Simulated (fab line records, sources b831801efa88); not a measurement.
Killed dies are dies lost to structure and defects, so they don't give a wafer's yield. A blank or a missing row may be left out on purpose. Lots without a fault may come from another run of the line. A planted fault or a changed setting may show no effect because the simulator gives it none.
Split-lot experiment | flow sfq_line | 5 lots, 23 wafers read, on a route of 325 steps

THE SPLIT
At SFQ_TRILAYER_M5_ETCH_METAL_ETCH_126 (etches Nb in Cl2/BCl3, stops on SiO2, time 203.2 s, target depth 265 nm), the setting time_s was moved away from the recipe's 203.2 s on 5 of the 23 wafers read, by -5.6% to +11.5%. The other wafers ran this setting at the recipe's value.

The reading is taken at the split's own step.

THE READING
KrF_of_TRILAYER_M5_LITHO_COAT_123.thk_nm (the simulator's own value, which no gauge read), in nm, at SFQ_TRILAYER_M5_ETCH_METAL_ETCH_126 (etches Nb in Cl2/BCl3, stops on SiO2, time 203.2 s, target depth 265 nm). The file gives no usual value for it. The 18 wafers here that ran the recipe average 370.3 nm, standard deviation 3.9 nm.

wafer  | tool, chamber at the split | time_s as run, s | against the recipe | KrF_of_TRILAYER_M5_LITHO_COAT_123.thk_nm, nm | against lot-mates on the recipe
L075.1 | rie_metal-03, 1            | 226.5            | +11.5%             | 350.7                                        | -19.8
L075.2 | rie_metal-03, 0            | 203.2            | recipe             | 373.4                                        | -
L075.3 | rie_metal-03, 1            | 203.2            | recipe             | 367.5                                        | -
L075.4 | rie_metal-03, 0            | 226.5            | +11.5%             | 352.2                                        | -18.2
L075.5 | rie_metal-03, 1            | 226.5            | +11.5%             | 350.1                                        | -20.3
L076.2 | rie_metal-04, 0            | 203.2            | recipe             | 372.5                                        | -
L076.3 | rie_metal-04, 0            | 203.2            | recipe             | 370.8                                        | -
L076.4 | rie_metal-04, 1            | 203.2            | recipe             | 378                                          | -
L076.5 | rie_metal-04, 0            | 203.2            | recipe             | 371.8                                        | -
L076.6 | rie_metal-04, 1            | 203.2            | recipe             | 376.9                                        | -
L077.1 | rie_metal-03, 0            | 203.2            | recipe             | 365.1                                        | -
L077.2 | rie_metal-03, 1            | 203.2            | recipe             | 370.6                                        | -
L077.4 | rie_metal-03, 0            | 203.2            | recipe             | 368.4                                        | -
L077.5 | rie_metal-03, 1            | 203.2            | recipe             | 370.6                                        | -
L077.6 | rie_metal-03, 0            | 203.2            | recipe             | 368.8                                        | -
L081.1 | rie_metal-01, 1            | 191.9            | -5.6%              | 377.6                                        | +6.1
L081.3 | rie_metal-01, 0            | 191.9            | -5.6%              | 381.9                                        | +10.4
L081.4 | rie_metal-01, 1            | 203.2            | recipe             | 372.5                                        | -
L081.5 | rie_metal-01, 1            | 203.2            | recipe             | 367.7                                        | -
L081.6 | rie_metal-01, 0            | 203.2            | recipe             | 374.3                                        | -
L083.1 | rie_metal-04, 1            | 203.2            | recipe             | 366.3                                        | -
L083.3 | rie_metal-04, 0            | 203.2            | recipe             | 362                                          | -
L083.4 | rie_metal-04, 1            | 203.2            | recipe             | 368                                          | -

THE FIT
A straight line over all 23 wafers: KrF_of_TRILAYER_M5_LITHO_COAT_123.thk_nm changes by -1.69 nm for each +1% of time_s; r = -0.90; the points scatter about the line by 3.7 nm.
The same after taking each lot's own level away (the mean of its wafers on the recipe; 23 wafers): -1.66 nm for each +1%; r = -0.95; scatter 2.5 nm.
On that fit, the largest move of time_s shifts the reading by 19 nm.
The lots' own levels span 365.43 to 374.00 nm, that is 2.2 times the standard deviation above.
So the lot-to-lot level changes the slope little: the two slopes agree.
Check: with one of the wafers moved furthest among these (+11.5%) left out of the fit, the line predicts -18.9 nm for it against its lot-mates. It came out at -19.8 nm against them.
Tool readings at the split's step, against how far the setting was moved: oes_product_au r = -0.47.

OTHER SPLITS ON THESE WAFERS
These wafers also went through other splits before the reading. Each is held against what the fit with the lots' levels taken away leaves over:
other split on the same wafers               | wafers away from the commonest value | r with KrF_of_TRILAYER_M5_LITHO_COAT_123.thk_nm (lot level and that fit taken away)
SFQ_TRILAYER_M5_LITHO_COAT_128 resist_thk_nm | 9                                    | -0.02

THE FILE'S OWN FIT
KrF_of_TRILAYER_M5_LITHO_COAT_123.thk_nm changes by -1.66 nm for each +1% of time_s, r = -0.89.
